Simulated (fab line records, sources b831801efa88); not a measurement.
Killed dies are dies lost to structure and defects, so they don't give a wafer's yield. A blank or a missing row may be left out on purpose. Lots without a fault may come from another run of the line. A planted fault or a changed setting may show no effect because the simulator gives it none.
fab line records | flow sky130
record lots=7 wafers=21 last_day=50
route steps=708 shown SD_P@323 RES_XHIGH@332 PAD_OPEN@708
lots that met no fault: from a run of the same line without faults
start_h: hours from the record's first day to the start of the lot's first wafer shown | wait_h: hours since the lot's step before | " the same as in the row above | L1.1+2: a row that stands for several wafers | - no value, or no start given | * or withheld: withheld | < > ~ a bound
route shown NAME@n: a module of which the file shows steps, and the number in the route of the first | usual: mean/standard deviation of fault-free wafers | same: alike in all rows | chamber/n: place in a boat | sites: the reading at each site | _std_site: their standard deviation | _edge_site: outer sites' mean less inner sites' | radius_mm: how far each site lies from the wafer's centre | mask NAME#n: copy n | behind: the tool/chamber that last shaped the wafer | hold: why the lot was held/for how many hours/how that ended | device: the transistor (n, p or np) that didn't switch | end of line: the same wafers' tests at the end of the route | a step without rows: its recipe alone | killed: dies lost to structure and defects at the first sort, not the wafer's yield | map: a wafer's dies, x killed, . not, _ none there
set.NAME: the setting as run; set.NAME@STEP: as run at that earlier step | model.NAME: the simulator's own value behind a step, which no gauge read
lots at some steps of the route; a table a step, a row a wafer
services: from which hour (start_h, from the record's first day; less than 0 if before it) a tool's chamber was out of use, for how many hours, and why
## steps
# step SKY_SD_P_SOFTBAKE_03
# recipe temp_c=90 time_s=60 resist=NOVOLAK
# step SKY_SD_P_EXPOSE_04
# recipe mask_id=PSDM na=0.6 source_shape=conventional sigma_outer=0.6 polarization=unpolarized target_cd_nm=380 dose_mj=138
# step SKY_SD_P_PEB_05
# recipe temp_c=withheld time_s=* resist=NOVOLAK
# step SKY_SD_P_DEVELOP_06
# recipe resist=NOVOLAK developer=TMAH develop_time_s=60 dev_temp_c=23
# step SKY_SD_P_CD_MEAS_07
# recipe target_cd_nm=380
# usual cd_nm=379.7/2.4
# columns lot.wafer tool chamber start_h wait_h cd_nm
L521.2 cd_sem-01 - 577.04 0.1 379.5
L521.3 " - " " 379.6
L521.5 " - " " 379.4
L523.1 cd_sem-01 - 604.23 0.1 376.6
L523.3 " - " " 375.6
L523.6 " - " " 376.9
L534.4 cd_sem-02 - 690.43 0.1 376.8
L534.5 " - " " 378.3
L534.6 " - " " 380.4
L535.4 cd_sem-01 - 698.23 0.1 384.3
L535.5 " - " " 384.6
L535.6 " - " " 384.0
L536.2 cd_sem-01 - 711.96 0.1 384.3
L536.4 " - " " 381.6
L536.5 " - " " 382.4
L542.1 cd_sem-02 - 762.57 0.1 383.1
L542.2 " - " " 384.3
L542.6 " - " " 384.4
L544.2 cd_sem-01 - 766.55 0.1 376.6
L544.4 " - " " 377.1
L544.5 " - " " 379.4
# step SKY_SD_P_OVL_MEAS_08
# usual SD_P_OVL=-0.6/1.2
# columns lot.wafer tool chamber start_h wait_h SD_P_OVL[nm]
L521.2 overlay-02 - 577.15 0.1 -1.8
L521.3 " - " " -0.8
L521.5 " - " " -0.6
L523.1 overlay-02 - 604.35 0.1 -1.1
L523.3 " - " " -2.0
L523.6 " - " " 0.6
L534.4 overlay-01 - 690.51 0.1 0.3
L534.5 " - " " -1.6
L534.6 " - " " -0.9
L535.4 overlay-02 - 698.31 0.1 0.3
L535.5 " - " " 0.1
L535.6 " - " " -0.3
L536.2 overlay-01 - 712.06 0.1 0.0
L536.4 " - " " 0.4
L536.5 " - " " -1.1
L542.1 overlay-02 - 762.69 0.1 -2.2
L542.2 " - " " -2.2
L542.6 " - " " -1.4
L544.2 overlay-02 - 766.66 0.1 -2.0
L544.4 " - " " -1.5
L544.5 " - " " 0.3
# step SKY_SD_P_IMPLANT_09
# recipe species=BF2 energy_kev=20 dose_cm2=3e+15 tilt_deg=0
# step SKY_SD_P_STRIP_10
# recipe chemistry=O2/N2 power_w=1400 pressure_mtorr=1500 platen_temp_c=withheld o2_flow_sccm=3000 n2_flow_sccm=300 overash_fraction=0.5
# usual drypump_motor_current_A=5.70/0.27 n2_flow_sccm=300.0/0.95 oes_product_au=0.618/0.0044 strip_time_to_endpoint_s=17.51/0.043
# columns lot.wafer tool chamber start_h wait_h drypump_motor_current_A n2_flow_sccm oes_product_au rf_hours_counter_h strip_time_to_endpoint_s
L521.2 plasma_asher-02 0 577.33 0.1 5.99 299.6 0.616 45 17.52
L521.3 " 0 " " 5.98 299.2 0.621 - 17.57
L521.5 " 1 " " 6.03 299.3 0.624 - 17.54
L523.1 plasma_asher-03 1 604.54 0.1 5.75 301.0 0.625 76 17.49
L523.3 " 1 " " 5.74 301.4 0.620 - 17.50
L523.6 " 0 " " 5.83 299.4 0.628 - 17.53
L534.4 plasma_asher-04 1 690.71 0.1 5.30 298.7 0.616 - 17.51
L534.5 " 1 " " 5.26 299.2 0.619 - 17.50
L534.6 " 0 " " 5.54 299.3 0.619 - 17.54
L535.4 plasma_asher-03 0 698.51 0.1 5.86 301.5 0.620 - 17.52
L535.5 " 1 " " 5.78 299.7 0.618 - 17.46
L535.6 " 0 " " 5.85 300.4 0.622 - 17.47
L536.2 plasma_asher-04 0 712.24 0.1 5.54 298.4 0.618 29 17.45
L536.4 " 0 " " 5.55 300.5 0.623 - 17.50
L536.5 " 0 " " 5.55 300.1 0.617 - 17.44
L542.1 plasma_asher-02 0 762.88 0.1 6.00 300.5 0.611 65 17.36
L542.2 " 1 " " 6.01 300.0 0.615 65 17.38
L542.6 " 0 " " 5.97 299.7 0.610 - 17.39
L544.2 plasma_asher-03 0 766.84 0.1 5.84 301.7 0.624 91 17.55
L544.4 " 0 " " 5.87 301.7 0.611 - 17.50
L544.5 " 1 " " 5.74 300.7 0.621 - 17.52
# step SKY_SD_P_TW_MEAS_11
# usual SD_P_TW=2820/44
# columns lot.wafer tool chamber start_h wait_h SD_P_TW
L521.2 film_metro-03 - 577.44 0.1 2778
L521.3 " - " " 2793
L521.5 " - " " 2782
L523.1 film_metro-04 - 604.64 0.1 2794
L523.3 " - " " 2800
L523.6 " - " " 2796
L534.4 film_metro-02 - 690.81 0.1 2895
L534.5 " - " " 2886
L534.6 " - " " 2889
L535.4 film_metro-03 - 698.61 0.1 2792
L535.5 " - " " 2805
L535.6 " - " " 2786
L536.2 film_metro-02 - 712.35 0.1 2879
L536.4 " - " " 2877
L536.5 " - " " 2877
L542.1 film_metro-02 - 762.98 0.1 2894
L542.2 " - " " 2862
L542.6 " - " " 2884
L544.2 film_metro-02 - 766.95 0.1 2881
L544.4 " - " " 2882
L544.5 " - " " 2881
# step SKY_RES_XHIGH_DEHYDRATE_00
# recipe temp_c=200 time_s=60
# step SKY_RES_XHIGH_HMDS_01
# recipe prime_time_s=60 prime_temp_c=120
# step SKY_RES_XHIGH_COAT_02
# recipe resist=NOVOLAK spin_rpm=3000 resist_thk_nm=1140
# step SKY_RES_XHIGH_SOFTBAKE_03
# recipe temp_c=90 time_s=60 resist=NOVOLAK
# usual exhaust_pa=45.1/0.83 heater_power_total_W=56.59/0.046 run_length_s=89.15/0.14
# columns lot.wafer tool chamber start_h wait_h exhaust_pa heater_power_total_W run_length_s
L521.2 litho_track-04 0 591.66 0.1 44.6 56.60 89.19
L521.3 " 0 " " 45.4 56.65 89.00
L521.5 " 0 " " 45.9 56.62 89.28
L523.1 litho_track-03 0 618.67 0.1 44.5 56.63 89.42
L523.3 " 0 " " 44.9 56.58 89.42
L523.6 " 0 " " 46.3 56.65 89.24
L534.4 litho_track-03 0 703.50 0.1 43.9 56.60 106.88
L534.5 " 0 " " 43.1 56.62 106.89
L534.6 " 0 " " 43.6 56.57 106.86
L535.4 litho_track-03 0 710.65 0.1 45.7 56.61 106.99
L535.5 " 0 " " 46.0 56.58 106.91
L535.6 " 0 " " 46.7 56.61 106.92
L536.2 litho_track-03 0 726.75 0.1 45.6 56.57 106.91
L536.4 " 0 " " 43.7 56.63 107.06
L536.5 " 0 " " 44.9 56.60 106.90
L542.1 litho_track-04 0 776.28 0.1 44.8 56.62 89.11
L542.2 " 0 " " 45.7 56.56 89.17
L542.6 " 0 " " 44.9 56.64 89.23
L544.2 litho_track-04 0 780.36 0.1 43.7 56.65 89.37
L544.4 " 0 " " 45.1 56.60 89.06
L544.5 " 0 " " 43.4 56.55 89.13
# step SKY_RES_XHIGH_EXPOSE_04
# recipe mask_id=URPM na=0.6 source_shape=conventional sigma_outer=0.6 polarization=unpolarized target_cd_nm=1270 dose_mj=140
# step SKY_PAD_OPEN_PROBE_99
# usual killed_at_M0_to_M3=43/6.2 killed_at_M4_up=2.8/1.7 killed_at_contacts=24/4.8 killed_at_front_end=15/4.3 killed_at_other=0.3/0.55 killed_dies=85/8.4 killed_open=46/6.7 killed_short=38/6.2
# same gross_dies=492 killed_at_back_side=0
# columns lot.wafer tool chamber start_h wait_h killed_at_M0_to_M3 killed_at_M4_up killed_at_contacts killed_at_front_end killed_at_other killed_dies killed_open killed_short
L521.2 prober-01 - 1067.50 0.1 49 2 27 13 0 91 50 41
L521.3 prober-01 - 1067.55 0.2 40 1 20 11 0 72 44 28
L521.5 prober-01 - 1067.65 0.2 45 3 22 23 0 93 55 38
L534.4 prober-01 - 1145.43 0.2 36 4 21 22 0 83 46 37
L534.5 prober-01 - 1145.48 0.2 50 3 24 15 0 92 54 37
L534.6 prober-01 - 1145.53 0.2 46 4 20 11 0 81 50 30
# killed by level:class
L521.2 VIA1:geometric_particle:open=13 CONTACT:geometric_particle:open=10 VIA1:geometric_particle:short=9 VIA3:geometric_particle:open=9 CONTACT:geometric_particle:short=7 FIELD_ISO:geometric_particle:short=4 VIA2:geometric_particle:open=4 LI_CONTACT:geometric_particle:open=4
L521.3 VIA1:geometric_particle:open=13 CONTACT:geometric_particle:open=8 VIA2:geometric_particle:open=5 FIELD_ISO:geometric_particle:open=4 LI_CONTACT:geometric_particle:open=4 METAL3:geometric_particle:short=4 CONTACT:geometric_particle:short=4 METAL2:geometric_particle:short=4
L521.5 VIA1:geometric_particle:open=9 VIA3:geometric_particle:open=8 LI_CONTACT:geometric_particle:open=7 CONTACT:geometric_particle:open=7 VIA2:geometric_particle:open=7 FIELD_ISO:geometric_particle:short=6 POLY_GATE:geometric_particle:open=6 METAL2:geometric_particle:short=6
L534.4 FIELD_ISO:geometric_particle:open=7 CONTACT:geometric_particle:open=7 VIA2:geometric_particle:open=7 FIELD_ISO:geometric_particle:short=6 VIA1:geometric_particle:open=6 CONTACT:geometric_particle:short=5 METAL1:geometric_particle:short=5 LI_CONTACT:geometric_particle:open=4
L534.5 CONTACT:geometric_particle:open=9 LI_CONTACT:geometric_particle:open=9 VIA3:geometric_particle:open=9 VIA1:geometric_particle:open=8 VIA2:geometric_particle:open=7 METAL2:geometric_particle:short=6 METAL1:geometric_particle:short=5 POLY_GATE:geometric_particle:short=4
L534.6 VIA1:geometric_particle:open=18 VIA3:geometric_particle:open=9 LI_CONTACT:geometric_particle:open=7 CONTACT:geometric_particle:open=5 FIELD_ISO:geometric_particle:short=4 METAL1:geometric_particle:short=4 LOCAL_INTERCONNECT:geometric_particle:short=3 CONTACT:geometric_particle:short=3
## services
# columns tool chamber start_h hours kind
plasma_asher-04 - 559.69 0.7 repair
plasma_asher-03 - 613.69 2.4 repair
plasma_asher-02 - 638.71 1.4 repair
plasma_asher-03 - 661.32 14.6 pm
## key
first_sign step=SKY_RES_XHIGH_SOFTBAKE_03 reading=run_length_s direction=up sigmas=99+ usual=* struck=*
effect none on later readings
met_at SKY_RES_XHIGH_SOFTBAKE_03
struck_wafers L534.4,L534.5,L534.6,L535.4,L535.5,L535.6,L536.2,L536.4,L536.5
tester_left_out L534,L535,L536
onset_between 618.67 703.50
fault kind=process_parameter_drift tool=litho_track-03 chamber=- onset_h=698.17 steps=SKY_RES_XHIGH_SOFTBAKE_03 channel=time_s offset=* shape=step end_h=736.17 acts_in=* stated=*
# tester_left_out: of these lots the tester's yield and bins aren't shown, on N5 and GAA mostly nor the transistor test; their killed dies are dies lost to structure and defects alone, not to doping, threshold or leakage, so they don't give the yield
